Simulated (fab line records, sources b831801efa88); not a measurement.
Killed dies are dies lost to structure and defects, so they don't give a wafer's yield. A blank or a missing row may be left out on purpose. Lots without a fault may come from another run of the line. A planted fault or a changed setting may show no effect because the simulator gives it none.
fab line records | flow sky130
record lots=6 wafers=18 last_day=50
route steps=708 shown VIA2@525 METAL3@532 CAPM@537 PAD_OPEN@708
lots that met no fault: from a run of the same line without faults
start_h: hours from the record's first day to the start of the lot's first wafer shown | wait_h: hours since the lot's step before | " the same as in the row above | L1.1+2: a row that stands for several wafers | - no value, or no start given | * or withheld: withheld | < > ~ a bound
route shown NAME@n: a module of which the file shows steps, and the number in the route of the first | usual: mean/standard deviation of fault-free wafers | same: alike in all rows | chamber/n: place in a boat | sites: the reading at each site | _std_site: their standard deviation | _edge_site: outer sites' mean less inner sites' | radius_mm: how far each site lies from the wafer's centre | mask NAME#n: copy n | behind: the tool/chamber that last shaped the wafer | hold: why the lot was held/for how many hours/how that ended | device: the transistor (n, p or np) that didn't switch | end of line: the same wafers' tests at the end of the route | a step without rows: its recipe alone | killed: dies lost to structure and defects at the first sort, not the wafer's yield | map: a wafer's dies, x killed, . not, _ none there
set.NAME: the setting as run; set.NAME@STEP: as run at that earlier step | model.NAME: the simulator's own value behind a step, which no gauge read
lots at some steps of the route; a table a step, a row a wafer
services: from which hour (start_h, from the record's first day; less than 0 if before it) a tool's chamber was out of use, for how many hours, and why
## steps
# step SKY_VIA2_CLEAN_18
# recipe chemistry=IPA time_s=180 temp_c=25
# step SKY_VIA2_CLEAN_19
# recipe chemistry=O3/DIW dry=n2_spin
# step SKY_VIA2_SPUTTER_20
# recipe material=TiN target_thk_nm=20 chamber_pressure_pa=5 power_w=4096 time_s=80
# step SKY_VIA2_CVD_21
# recipe material=W target_thk_nm=420 time_s=126.4 temp_c=400 pressure_torr=40
# usual heater_power_w=770/56
# same time_s=126.4
# columns lot.wafer tool chamber start_h wait_h heater_power_w since_wet_clean_h
L493.4 cvd_w-02 1 913.40 0.1 693 -
L493.5 " 0 " " 816 -
L493.6 " 1 " " 691 -
L495.1 cvd_w-01 0 931.48 0.0 831 13
L495.3 " 0 " " 842 -
L495.4 " 1 " " 728 -
L501.1 cvd_w-02 0 979.63 0.0 823 576
L501.5 " 0 " " 809 -
L501.6 " 1 " " 720 -
L500.3 cvd_w-01 0 980.89 0.1 848 -
L500.4 " 1 " " 726 -
L500.6 " 0 " " 837 -
L504.1 cvd_w-02 1 986.67 0.0 718 583
L504.2 " 0 " " 789 583
L504.4 " 1 " " 730 -
L507.1 cvd_w-01 0 1006.17 0.0 825 88
L507.2 " 1 " " 739 88
L507.6 " 1 " " 708 -
# step SKY_VIA2_RS_MEAS_22
# recipe thk_meas_gauge=four-point-probe reads=W_of_VIA2_CVD_21+TiN_of_VIA2_SPUTTER_20
# usual VIA2_W_RS=0.276/0.0035
# columns lot.wafer tool chamber start_h wait_h VIA2_W_RS[ohm/sq]
L493.4 film_metro-01 - 913.54 0.1 0.282
L493.5 " - " " 0.276
L493.6 " - " " 0.279
L495.1 film_metro-02 - 931.61 0.1 0.270
L495.3 " - " " 0.271
L495.4 " - " " 0.269
L501.1 film_metro-01 - 979.76 0.1 0.276
L501.5 " - " " 0.271
L501.6 " - " " 0.276
L500.3 film_metro-04 - 981.02 0.1 0.274
L500.4 " - " " 0.274
L500.6 " - " " 0.273
L504.1 film_metro-01 - 986.80 0.1 0.275
L504.2 " - " " 0.275
L504.4 " - " " 0.276
L507.1 film_metro-04 - 1006.30 0.1 0.274
L507.2 " - " " 0.275
L507.6 " - " " 0.276
# step SKY_VIA2_THK_MEAS_23
# recipe thk_meas_gauge=xrf reads=W_of_VIA2_CVD_21
# usual VIA2_W_THK=421/8.9
# columns lot.wafer tool chamber start_h wait_h VIA2_W_THK[nm]
L493.4 film_metro-01 - 913.63 0.1 405
L493.5 " - " " 414
L493.6 " - " " 410
L495.1 film_metro-02 - 931.73 0.1 433
L495.3 " - " " 431
L495.4 " - " " 435
L501.1 film_metro-01 - 979.88 0.1 423
L501.5 " - " " 427
L501.6 " - " " 422
L500.3 film_metro-04 - 981.12 0.1 429
L500.4 " - " " 429
L500.6 " - " " 430
L504.1 film_metro-01 - 986.92 0.1 419
L504.2 " - " " 423
L504.4 " - " " 416
L507.1 film_metro-04 - 1006.42 0.1 430
L507.2 " - " " 428
L507.6 " - " " 428
# step SKY_VIA2_CMP_24
# recipe stop_on=SiO2 t_overpolish_s=20 down_force_psi=3.5 platen_rpm=60 target_thk_nm=0 pad_velocity_m_s=0.94248
# step SKY_METAL3_SPUTTER_00
# recipe material=Ti target_thk_nm=15 power_w=3000 time_s=10 chamber_pressure_pa=0.4
# step SKY_METAL3_SPUTTER_01
# recipe material=TiN target_thk_nm=20 power_w=6500 time_s=16.7 chamber_pressure_pa=0.4
# usual throttle_valve_pct=29.6/1.2
# same time_s=16.7
# columns lot.wafer tool chamber start_h wait_h throttle_valve_pct
L493.4 pvd_sputter-03 - 916.47 0.0 28.6
L493.5 " - " " 30.5
L493.6 " - " " 29.6
L495.1 pvd_sputter-01 - 932.14 0.0 29.3
L495.3 " - " " 31.5
L495.4 " - " " 28.7
L501.1 pvd_sputter-02 - 980.26 0.0 29.1
L501.5 " - " " 30.5
L501.6 " - " " 28.2
L500.3 pvd_sputter-02 - 981.48 0.0 28.1
L500.4 " - " " 30.8
L500.6 " - " " 30.6
L504.1 pvd_sputter-02 - 987.40 0.0 30.3
L504.2 " - " " 28.2
L504.4 " - " " 30.7
L507.1 pvd_sputter-03 - 1007.00 0.0 27.9
L507.2 " - " " 29.9
L507.6 " - " " 28.0
# step SKY_METAL3_SPUTTER_02
# recipe material=AlCu target_thk_nm=735 power_w=10600 time_s=39.1 chamber_pressure_pa=0.4
# usual throttle_valve_pct=29.6/1.1
# same time_s=39.1
# columns lot.wafer tool chamber start_h wait_h throttle_valve_pct
L493.4 pvd_sputter-03 - 916.50 0.0 28.6
L493.5 " - " " 30.3
L493.6 " - " " 29.5
L495.1 pvd_sputter-01 - 932.17 0.0 29.5
L495.3 " - " " 31.1
L495.4 " - " " 28.6
L501.1 pvd_sputter-02 - 980.29 0.0 28.9
L501.5 " - " " 30.6
L501.6 " - " " 27.8
L500.3 pvd_sputter-02 - 981.51 0.0 27.7
L500.4 " - " " 30.7
L500.6 " - " " 30.6
L504.1 pvd_sputter-02 - 987.43 0.0 30.5
L504.2 " - " " 28.0
L504.4 " - " " 30.4
L507.1 pvd_sputter-03 - 1007.03 0.0 27.9
L507.2 " - " " 29.9
L507.6 " - " " 28.3
# step SKY_METAL3_SPUTTER_03
# recipe material=Ti target_thk_nm=5 power_w=3000 time_s=3.3 chamber_pressure_pa=0.4
# step SKY_METAL3_SPUTTER_04
# recipe material=TiN target_thk_nm=70 power_w=6500 time_s=58.3 chamber_pressure_pa=0.4
# step SKY_CAPM_CVD_00
# recipe material=SiO2 target_thk_nm=15.5 temp_c=400 time_s=withheld rf_w=450
# usual heater_power_w=683/110
# columns lot.wafer tool chamber start_h wait_h heater_power_w model.SiO2_of_CAPM_CVD_00.thk_nm
L493.4 pecvd-03 2 916.60 0.0 572 22.3
L493.5 " 1 " " 695 15.81
L493.6 " 0 " " 593 15.83
L495.1 pecvd-03 1 932.27 0.0 705 15.45
L495.3 " 2 " " 625 21.72
L495.4 " 0 " " 548 22.07
L501.1 pecvd-01 1 980.39 0.0 482 15.13
L501.5 " 0 " " 782 15.51
L501.6 " 1 " " 488 15.4
L500.3 pecvd-04 2 981.61 0.0 850 15.32
L500.4 " 1 " " 823 15.57
L500.6 " 2 " " 865 15.45
L504.1 pecvd-01 1 987.53 0.0 520 15.42
L504.2 " 0 " " 696 15.36
L504.4 " 0 " " 685 15.84
L507.1 pecvd-03 1 1007.13 0.0 638 15.13
L507.2 " 1 " " 635 15.74
L507.6 " 1 " " 633 15.69
# step SKY_CAPM_THK_MEAS_01
# recipe reads=SiO2_of_CAPM_CVD_00
# usual CAPM_CVD_00_THK=15.53/0.29
# columns lot.wafer tool chamber start_h wait_h CAPM_CVD_00_THK[nm]
L493.4 film_metro-01 - 916.64 - 22.27
L493.5 " - " " 15.79
L493.6 " - " " 15.87
L495.1 film_metro-04 - 932.29 - 15.43
L495.3 " - " " 21.76
L495.4 " - " " 22.06
L501.1 film_metro-01 - 980.43 - 15.12
L501.5 " - " " 15.47
L501.6 " - " " 15.39
L500.3 film_metro-03 - 981.65 - 15.34
L500.4 " - " " 15.58
L500.6 " - " " 15.45
L504.1 film_metro-03 - 987.56 - 15.42
L504.2 " - " " 15.42
L504.4 " - " " 15.84
L507.1 film_metro-01 - 1007.20 - 15.12
L507.2 " - " " 15.76
L507.6 " - " " 15.74
# step SKY_CAPM_SPUTTER_02
# recipe material=TiN target_thk_nm=200 temp_c=300 power_w=6500 time_s=166.7 chamber_pressure_pa=0.4
# usual throttle_valve_pct=29.7/1.2
# same time_s=166.7
# columns lot.wafer tool chamber start_h wait_h throttle_valve_pct
L493.4 pvd_sputter-04 - 916.67 0.0 28.4
L493.5 " - " " 30.4
L493.6 " - " " 28.8
L495.1 pvd_sputter-04 - 932.35 0.1 28.1
L495.3 " - " " 31.4
L495.4 " - " " 30.3
L501.1 pvd_sputter-01 - 980.49 0.1 28.6
L501.5 " - " " 31.1
L501.6 " - " " 31.3
L500.3 pvd_sputter-04 - 981.69 0.0 30.4
L500.4 " - " " 31.2
L500.6 " - " " 28.2
L504.1 pvd_sputter-04 - 987.62 0.1 31.4
L504.2 " - " " 30.1
L504.4 " - " " 28.3
L507.1 pvd_sputter-02 - 1007.26 0.1 29.0
L507.2 " - " " 30.2
L507.6 " - " " 29.1
# step SKY_CAPM_RS_MEAS_03
# recipe thk_meas_gauge=four-point-probe reads=TiN_of_CAPM_SPUTTER_02
# usual CAPM_TIN_RS=6.90/0.1
# columns lot.wafer tool chamber start_h wait_h CAPM_TIN_RS[ohm/sq]
L493.4 film_metro-03 - 916.84 0.1 7.02
L493.5 " - " " 6.92
L493.6 " - " " 7.00
L495.1 film_metro-03 - 932.46 0.1 6.91
L495.3 " - " " 6.85
L495.4 " - " " 6.79
L501.1 film_metro-03 - 980.60 0.1 6.88
L501.5 " - " " 7.00
L501.6 " - " " 7.12
L500.3 film_metro-03 - 981.84 0.1 6.74
L500.4 " - " " 6.79
L500.6 " - " " 6.77
L504.1 film_metro-01 - 987.73 0.1 6.85
L504.2 " - " " 6.76
L504.4 " - " " 6.84
L507.1 film_metro-04 - 1007.37 0.1 6.85
L507.2 " - " " 6.84
L507.6 " - " " 6.85
# step SKY_CAPM_THK_MEAS_04
# recipe thk_meas_gauge=xrf reads=TiN_of_CAPM_SPUTTER_02
# usual CAPM_TIN_THK=199/3
# columns lot.wafer tool chamber start_h wait_h CAPM_TIN_THK[nm]
L493.4 film_metro-03 - 916.93 0.1 197
L493.5 " - " " 200
L493.6 " - " " 198
L495.1 film_metro-03 - 932.58 0.1 201
L495.3 " - " " 202
L495.4 " - " " 204
L501.1 film_metro-03 - 980.72 0.1 200
L501.5 " - " " 196
L501.6 " - " " 193
L500.3 film_metro-03 - 981.94 0.1 205
L500.4 " - " " 203
L500.6 " - " " 204
L504.1 film_metro-01 - 987.85 0.1 200
L504.2 " - " " 202
L504.4 " - " " 199
L507.1 film_metro-04 - 1007.49 0.1 198
L507.2 " - " " 199
L507.6 " - " " 198
# step SKY_CAPM_DEHYDRATE_05
# recipe temp_c=200 time_s=60
# step SKY_CAPM_HMDS_06
# recipe prime_time_s=60 prime_temp_c=120
# step SKY_CAPM_COAT_07
# recipe resist=NOVOLAK spin_rpm=3000 resist_thk_nm=1140
# step SKY_CAPM_SOFTBAKE_08
# recipe temp_c=90 time_s=60 resist=NOVOLAK
# step SKY_CAPM_EXPOSE_09
# recipe mask_id=CAPM na=0.6 source_shape=conventional sigma_outer=0.6 polarization=unpolarized target_cd_nm=1000 dose_mj=159
# step SKY_CAPM_PEB_10
# recipe temp_c=withheld time_s=* resist=NOVOLAK
# step SKY_CAPM_DEVELOP_11
# recipe resist=NOVOLAK developer=TMAH develop_time_s=60 dev_temp_c=23
# step SKY_CAPM_OVL_MEAS_12
# usual CAPM_OVL=0.8/1.4
# columns lot.wafer tool chamber start_h wait_h CAPM_OVL[nm]
L493.4 overlay-02 - 940.67 0.1 1.8
L493.5 " - " " 0.9
L493.6 " - " " -0.4
L495.1 overlay-01 - 956.90 0.1 -0.4
L495.3 " - " " 0.7
L495.4 " - " " -1.8
L501.1 overlay-02 - 1004.22 0.1 -2.6
L501.5 " - " " 0.1
L501.6 " - " " 0.4
L500.3 overlay-01 - 1004.53 0.1 2.7
L500.4 " - " " 2.0
L500.6 " - " " 1.5
L504.1 overlay-01 - 1010.97 0.1 1.7
L504.2 " - " " 0.1
L504.4 " - " " -0.4
L507.1 overlay-01 - 1029.42 0.1 -0.4
L507.2 " - " " 0.3
L507.6 " - " " 0.7
# step SKY_CAPM_METAL_ETCH_13
# recipe target_depth_nm=220 stop_on=SiO2 chemistry=Cl2/BCl3 target=TiN pressure_mtorr=10 icp_w=900 bias_w=48.5 Cl2_flow_sccm=60 bcl3_flow_sccm=30 time_s=62.9
# step SKY_CAPM_STRIP_14
# recipe chemistry=O2/N2 power_w=1400 pressure_mtorr=1500 platen_temp_c=withheld o2_flow_sccm=3000 n2_flow_sccm=300 overash_fraction=0.5
# usual drypump_motor_current_A=5.6/0.34 oes_product_au=0.711/0.0047 strip_time_to_endpoint_s=12.68/0.058
# columns lot.wafer tool chamber start_h wait_h drypump_motor_current_A oes_product_au rf_hours_counter_h strip_time_to_endpoint_s
L493.4 plasma_asher-02 0 940.80 0.1 5.8 0.713 - 12.70
L493.5 " 0 " " 5.8 0.715 - 12.67
L493.6 " 1 " " 5.8 0.717 - 12.69
L495.1 plasma_asher-02 0 957.02 0.1 5.8 0.715 52 12.70
L495.3 " 1 " " 5.8 0.711 - 12.76
L495.4 " 0 " " 5.8 0.712 - 12.73
L501.1 plasma_asher-01 1 1004.33 0.1 5.4 0.718 89 12.71
L501.5 " 1 " " 5.4 0.697 - 12.64
L501.6 " 0 " " 4.9 0.708 - 12.68
L500.3 plasma_asher-02 0 1004.66 0.1 5.8 0.708 - 12.56
L500.4 " 1 " " 5.8 0.716 - 12.56
L500.6 " 1 " " 5.8 0.707 - 12.54
L504.1 plasma_asher-02 1 1011.09 0.1 5.8 0.707 57 12.67
L504.2 " 0 " " 5.8 0.714 57 12.67
L504.4 " 1 " " 5.8 0.706 - 12.72
L507.1 plasma_asher-04 1 1029.53 0.1 5.6 0.716 27 12.70
L507.2 " 0 " " 6.0 0.721 27 12.71
L507.6 " 0 " " 6.0 0.714 - 12.65
# step SKY_CAPM_STRIP_15
# recipe chemistry=post_etch_residue_remover time_s=1200 temp_c=72.5
# step SKY_CAPM_CLEAN_16
# recipe chemistry=IPA time_s=180 temp_c=25
# step SKY_CAPM_CLEAN_17
# recipe chemistry=O3/DIW dry=n2_spin
# step SKY_METAL3_DEHYDRATE_05
# recipe temp_c=200 time_s=60
# step SKY_METAL3_HMDS_06
# recipe prime_time_s=60 prime_temp_c=120
# step SKY_METAL3_COAT_07
# recipe resist=BARC temp_c=withheld time_s=withheld spin_rpm=3000 resist_thk_nm=60
# step SKY_METAL3_COAT_08
# recipe resist=KrF-thick spin_rpm=3000 resist_thk_nm=1140
# step SKY_METAL3_SOFTBAKE_09
# recipe temp_c=100 time_s=90 resist=KrF-thick
# step SKY_METAL3_EXPOSE_10
# recipe mask_id=MM3 na=0.68 source_shape=annular sigma_inner=0.4 sigma_outer=0.8 target_cd_nm=300 dose_mj=28.59
# step SKY_METAL3_PEB_11
# recipe peb_temp_c=withheld peb_time_s=withheld resist=KrF-thick
# step SKY_METAL3_DEVELOP_12
# recipe develop_time_s=60 resist=KrF-thick dev_temp_c=21
# step SKY_METAL3_CD_MEAS_13
# recipe target_cd_nm=300
# usual cd_nm=300.0/1.4
# columns lot.wafer tool chamber start_h wait_h cd_nm
L493.4 cd_sem-02 - 965.37 - 300.2
L493.5 " - " " 300.7
L493.6 " - " " 300.8
L495.1 cd_sem-02 - 981.62 - 300.6
L495.3 " - " " 301.5
L495.4 " - " " 299.1
L501.1 cd_sem-02 - 1027.51 - 297.6
L501.5 " - " " 298.4
L501.6 " - " " 296.5
L500.3 cd_sem-01 - 1028.20 - 300.6
L500.4 " - " " 301.0
L500.6 " - " " 299.6
L504.1 cd_sem-02 - 1034.42 - 301.7
L504.2 " - " " 301.4
L504.4 " - " " 302.9
L507.1 cd_sem-01 - 1052.67 - 301.1
L507.2 " - " " 301.0
L507.6 " - " " 300.5
# step SKY_METAL3_OVL_MEAS_14
# usual METAL3_OVL=2/5.5
# columns lot.wafer tool chamber start_h wait_h METAL3_OVL[nm]
L493.4 overlay-02 - 965.45 0.1 1
L493.5 " - " " 9
L493.6 " - " " 4
L495.1 overlay-02 - 981.74 0.1 4
L495.3 " - " " 2
L495.4 " - " " 2
L501.1 overlay-01 - 1027.63 0.1 2
L501.5 " - " " 6
L501.6 " - " " 3
L500.3 overlay-01 - 1028.29 0.1 -1
L500.4 " - " " -1
L500.6 " - " " -2
L504.1 overlay-01 - 1034.54 0.1 -2
L504.2 " - " " -4
L504.4 " - " " 4
L507.1 overlay-02 - 1052.79 0.1 -1
L507.2 " - " " -2
L507.6 " - " " 2
# step SKY_METAL3_DESCUM_15
# recipe chemistry=O2 source_power_w=150 bias_power_w=0 pressure_mtorr=10 temp_c=40 time_s=8
# step SKY_METAL3_ETCH_16
# recipe chemistry=N2/H2 target=BARC ion_energy_ev=200 bias_w=100 pressure_mtorr=30 n2_flow_sccm=100 h2_flow_sccm=200 icp_w=500 stop_on=SiO2 time_s=88.2 target_depth_a=600
# step SKY_METAL3_ETCH_17
# recipe target=SiO2 stop_on=TiN chemistry=C4F8/O2/Ar source_w=1500 bias_w=1200 pressure_mtorr=40 c4f8_flow_sccm=withheld O2_flow_sccm=6 Ar_flow_sccm=300 time_s=3.9 target_depth_a=150
# usual bias_w=1200/3.7 oes_product_au=0.755/0.008
# same time_s=3.9
# columns lot.wafer tool chamber start_h wait_h bias_w oes_product_au rf_hours_counter_h model.etch.depth_nm
L493.4 rie_diel-02 2 965.60 0.0 1195 0.916 2 22.3
L493.5 " 3 " " 1198 0.764 - 15.81
L493.6 " 2 " " 1196 0.764 - 15.83
L495.1 rie_diel-02 1 981.90 0.1 1202 0.754 4 15.45
L495.3 " 3 " " 1194 0.906 23 21.72
L495.4 " 0 " " 1200 0.922 16 22.07
L501.1 rie_diel-04 3 1027.80 0.1 1198 0.751 19 15.13
L501.5 " 2 " " 1200 0.757 - 15.51
L501.6 " 1 " " 1200 0.749 - 15.4
L500.3 rie_diel-03 2 1028.58 0.1 1204 0.753 10 15.32
L500.4 " 1 " " 1198 0.758 15 15.57
L500.6 " 1 " " 1198 0.754 - 15.45
L504.1 rie_diel-03 0 1034.70 0.1 1202 0.753 17 15.42
L504.2 " 2 " " 1207 0.750 11 15.36
L504.4 " 0 " " 1199 0.767 - 15.84
L507.1 rie_diel-02 2 1052.95 0.1 1199 0.750 5 15.13
L507.2 " 3 " " 1199 0.756 26 15.74
L507.6 " 3 " " 1200 0.761 - 15.69
# step SKY_PAD_OPEN_PROBE_99
# usual defect_limited_yield=82.4/1.9 killed_at_M0_to_M3=44/6.5 killed_at_M4_up=3.0/1.5 killed_at_contacts=25/5.1 killed_at_front_end=14/4.1 killed_at_other=0.3/0.57 killed_dies=87/9.5 killed_open=48/6.8 killed_short=39/6.2
# same gross_dies=492 killed_at_back_side=0
# columns lot.wafer tool chamber start_h wait_h defect_limited_yield[%] killed_at_M0_to_M3 killed_at_M4_up killed_at_contacts killed_at_front_end killed_at_other killed_dies killed_open killed_short model.etest.tester.sort_n_pass model.etest.tester.sort_yield_pct model.etest.tester.sort_bin_5_pct model.etest.cap_mim.bv_v model.etest.cap_mim.leak_log10_a_cm2 model.etest.cap_mim.c_ff_um2 model.etest.tester.sort_bin_8_pct
L493.4 prober-02 - 1129.79 0.2 82.5 41 1 26 17 1 86 50 36 4 0.813 95.12 19.84 -10.25 1.624 7.199e-09
L493.5 prober-02 - 1129.84 0.2 81.1 46 9 20 18 0 93 60 33 399 81.1 11.18 14.54 -9.028 2.295 0
L493.6 prober-02 - 1129.89 0.2 84.1 36 3 27 12 0 78 51 27 414 84.15 8.74 14.45 -9.056 2.296 0
L495.1 prober-02 - 1142.24 0.1 82.7 41 3 25 14 2 85 45 40 407 82.72 10.77 14.06 -9.012 2.358 0
L495.3 prober-02 - 1142.34 0.2 85.8 40 0 21 9 0 70 42 28 29 5.894 88.01 19.44 -10.23 1.671 5.15e-12
L495.4 prober-02 - 1142.39 0.2 80.7 51 2 28 14 0 95 58 37 5 1.016 91.87 19.41 -10.27 1.631 1.715e-07
L501.1 prober-01 - 1178.23 0.1 81.5 42 3 35 11 0 91 46 45 401 81.5 9.959 13.58 -9.06 2.371 0
L501.5 prober-01 - 1178.43 0.2 81.5 32 4 31 24 0 91 53 38 401 81.5 9.756 13.95 -8.972 2.344 0
L501.6 prober-01 - 1178.48 0.2 82.3 44 4 19 20 0 87 42 44 405 82.32 12.4 13.88 -8.868 2.358 0
L500.3 prober-02 - 1178.98 0.2 78.7 48 2 35 20 0 105 66 39 387 78.66 13.01 13.43 -9.019 2.353 0
L500.4 prober-02 - 1179.03 0.2 83.9 37 0 23 19 0 79 47 32 413 83.94 8.943 13.79 -8.965 2.334 0
L500.6 prober-02 - 1179.13 0.2 83.1 42 2 26 12 1 83 52 31 409 83.13 10.57 13.61 -9.129 2.382 0
L504.1 prober-02 - 1183.55 0.1 83.1 43 2 31 6 1 83 48 35 409 83.13 9.553 13.92 -9.017 2.34 0
L504.2 prober-02 - 1183.60 0.1 83.5 46 4 20 11 0 81 42 39 411 83.54 9.756 13.65 -8.842 2.368 0
L504.4 prober-02 - 1183.70 0.2 83.7 44 4 21 11 0 80 44 36 412 83.74 9.959 14.55 -9.05 2.29 0
L507.1 prober-01 - 1195.67 0.1 80.1 54 3 23 17 1 98 54 44 394 80.08 10.37 13.68 -8.87 2.413 0
L507.2 prober-01 - 1195.72 0.1 83.3 44 2 22 13 1 82 55 27 410 83.33 8.943 13.65 -8.99 2.317 0
L507.6 prober-01 - 1195.92 0.2 80.3 45 4 33 15 0 97 54 43 395 80.28 11.59 14.62 -8.94 2.317 0
# killed by level:class
L493.4 CONTACT:geometric_particle:open=13 VIA1:geometric_particle:open=8 VIA2:geometric_particle:open=8 VIA3:geometric_particle:open=7 LI_CONTACT:geometric_particle:short=6 FIELD_ISO:geometric_particle:short=5 METAL3:geometric_particle:short=5 LI_CONTACT:geometric_particle:open=4
L493.5 VIA2:geometric_particle:open=12 VIA1:geometric_particle:open=11 CONTACT:geometric_particle:open=10 FIELD_ISO:geometric_particle:open=8 VIA3:geometric_particle:open=8 METAL4:geometric_particle:short=7 METAL1:geometric_particle:short=5 VIA1:geometric_particle:short=5
L493.6 LI_CONTACT:geometric_particle:open=11 CONTACT:geometric_particle:open=11 VIA1:geometric_particle:open=9 VIA3:geometric_particle:open=6 VIA1:geometric_particle:short=5 METAL2:geometric_particle:short=5 FIELD_ISO:geometric_particle:short=4 METAL1:geometric_particle:short=4
L495.1 METAL1:geometric_particle:short=10 LI_CONTACT:geometric_particle:open=10 VIA1:geometric_particle:open=8 CONTACT:geometric_particle:open=6 VIA2:geometric_particle:open=5 POLY_GATE:geometric_particle:short=4 METAL2:geometric_particle:short=4 VIA3:geometric_particle:open=4
L495.3 VIA1:geometric_particle:open=15 LI_CONTACT:geometric_particle:open=7 VIA3:geometric_particle:open=5 LOCAL_INTERCONNECT:geometric_particle:short=5 METAL1:geometric_particle:short=4 FIELD_ISO:geometric_particle:open=3 CONTACT:geometric_particle:short=3 VIA2:geometric_particle:open=3
L495.4 CONTACT:geometric_particle:open=12 LI_CONTACT:geometric_particle:open=10 VIA1:geometric_particle:open=8 VIA2:geometric_particle:open=8 VIA3:geometric_particle:open=8 METAL2:geometric_particle:short=7 VIA2:geometric_particle:short=5 POLY_GATE:geometric_particle:open=4
L501.1 LOCAL_INTERCONNECT:geometric_particle:short=10 VIA3:geometric_particle:open=9 CONTACT:geometric_particle:open=8 LI_CONTACT:geometric_particle:open=7 VIA1:geometric_particle:open=7 VIA2:geometric_particle:short=7 CONTACT:geometric_particle:short=6 METAL1:geometric_particle:short=5
L501.5 CONTACT:geometric_particle:open=16 FIELD_ISO:geometric_particle:open=8 VIA3:geometric_particle:open=8 VIA1:geometric_particle:open=7 FIELD_ISO:geometric_particle:short=6 LI_CONTACT:geometric_particle:open=6 VIA3:geometric_particle:short=6 CONTACT:geometric_particle:short=4
L501.6 CONTACT:geometric_particle:open=8 VIA3:geometric_particle:open=7 POLY_GATE:geometric_particle:short=7 METAL2:geometric_particle:short=7 VIA2:geometric_particle:open=6 VIA1:geometric_particle:short=6 VIA1:geometric_particle:open=6 METAL1:geometric_particle:short=5
L500.3 CONTACT:geometric_particle:open=19 VIA2:geometric_particle:open=10 LI_CONTACT:geometric_particle:open=9 METAL1:geometric_particle:short=7 VIA1:geometric_particle:open=7 VIA3:geometric_particle:open=7 METAL2:geometric_particle:short=6 FIELD_ISO:geometric_particle:open=4
L500.4 VIA1:geometric_particle:open=8 FIELD_ISO:geometric_particle:open=7 VIA3:geometric_particle:open=7 LI_CONTACT:geometric_particle:open=6 CONTACT:geometric_particle:short=6 CONTACT:geometric_particle:open=6 VIA1:geometric_particle:short=5 FIELD_ISO:geometric_particle:short=4
L500.6 VIA1:geometric_particle:open=15 LI_CONTACT:geometric_particle:open=9 CONTACT:geometric_particle:open=8 METAL1:geometric_particle:short=8 LOCAL_INTERCONNECT:geometric_particle:short=6 VIA3:geometric_particle:open=5 VIA2:geometric_particle:open=4 VIA1:geometric_particle:short=3
L504.1 LI_CONTACT:geometric_particle:open=11 CONTACT:geometric_particle:open=11 VIA1:geometric_particle:open=7 VIA3:geometric_particle:open=7 METAL2:geometric_particle:short=6 METAL1:geometric_particle:short=6 VIA2:geometric_particle:open=5 CONTACT:geometric_particle:short=4
L504.2 VIA1:geometric_particle:open=10 LI_CONTACT:geometric_particle:open=8 VIA2:geometric_particle:open=7 VIA1:geometric_particle:short=6 CONTACT:geometric_particle:open=5 METAL2:geometric_particle:short=5 VIA3:geometric_particle:open=5 POLY_GATE:geometric_particle:short=4
L504.4 VIA1:geometric_particle:open=13 CONTACT:geometric_particle:open=12 VIA3:geometric_particle:open=8 VIA3:geometric_particle:short=7 VIA1:geometric_particle:short=5 METAL4:geometric_particle:short=4 FIELD_ISO:geometric_particle:open=3 CONTACT:geometric_particle:short=3
L507.1 VIA1:geometric_particle:open=17 VIA1:geometric_particle:short=10 LI_CONTACT:geometric_particle:open=9 CONTACT:geometric_particle:open=7 METAL1:geometric_particle:short=7 VIA2:geometric_particle:open=5 VIA3:geometric_particle:open=5 METAL2:geometric_particle:short=4
L507.2 VIA1:geometric_particle:open=16 CONTACT:geometric_particle:open=10 VIA2:geometric_particle:open=8 POLY_GATE:geometric_particle:open=5 LI_CONTACT:geometric_particle:open=5 METAL1:geometric_particle:short=5 VIA1:geometric_particle:short=5 LOCAL_INTERCONNECT:geometric_particle:short=4
L507.6 VIA1:geometric_particle:open=18 CONTACT:geometric_particle:open=10 LOCAL_INTERCONNECT:geometric_particle:short=8 CONTACT:geometric_particle:short=6 METAL2:geometric_particle:short=6 VIA1:geometric_particle:short=5 POLY_GATE:geometric_particle:open=4 LI_CONTACT:geometric_particle:open=4
## services
# columns tool chamber start_h hours kind
pvd_sputter-02 - 889.55 9.2 repair
pvd_sputter-03 - 892.38 5.4 repair
pecvd-04 0 902.01 10.6 repair
cvd_w-01 - 904.00 14.0 pm
pvd_sputter-03 2 907.75 - consumable_replace:kit
pvd_sputter-03 2 907.75 18.0 scheduled_down
pvd_sputter-01 - 916.74 4.8 repair
plasma_asher-02 - 917.19 4.8 repair
pvd_sputter-03 - 928.37 8.4 repair
plasma_asher-04 - 940.69 14.6 pm
cvd_w-01 - 952.67 2.8 pm
plasma_asher-01 - 958.07 1.1 repair
pecvd-01 0 988.60 7.7 repair
pecvd-03 2 990.54 18.5 repair
pecvd-03 0 993.78 15.8 repair
rie_diel-04 - 1005.37 14.6 pm
cvd_w-01 1 1009.67 17.1 repair
pvd_sputter-04 - 1023.68 0.9 repair
pvd_sputter-02 0 1027.83 - consumable_replace:kit
pvd_sputter-02 0 1027.83 18.0 scheduled_down
pvd_sputter-02 0 1027.83 18.0 vent_cycle
rie_diel-04 1 1028.29 4.7 repair
pecvd-04 - 1031.10 41.9 repair
rie_diel-03 1 1034.36 6.4 repair
## key
first_sign step=SKY_CAPM_THK_MEAS_01 reading=CAPM_CVD_00_THK direction=up sigmas=22 usual=15.53 struck=22.03
effect step=SKY_METAL3_ETCH_17 reading=oes_product_au direction=up sigmas=20 usual=0.755 struck=0.915
model_effect step=SKY_CAPM_CVD_00 value=SiO2_of_CAPM_CVD_00.thk_nm without=15.82 struck=22.03
model_effect step=SKY_METAL3_ETCH_17 value=etch.depth_nm without=15.82 struck=22.03
model_effect step=SKY_PAD_OPEN_PROBE_99 value=etest.tester.sort_n_pass without=408.3 struck=12.67
met_at SKY_CAPM_CVD_00
struck_wafers L493.4,L495.3,L495.4
fault kind=process_parameter_drift tool=pecvd-03 chamber=- onset_h=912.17 steps=SKY_CAPM_CVD_00 channel=target_thk_nm offset=6.1905 shape=step end_h=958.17 scope=struck_wafers_only acts_in=these_recipes_only stated=15.5
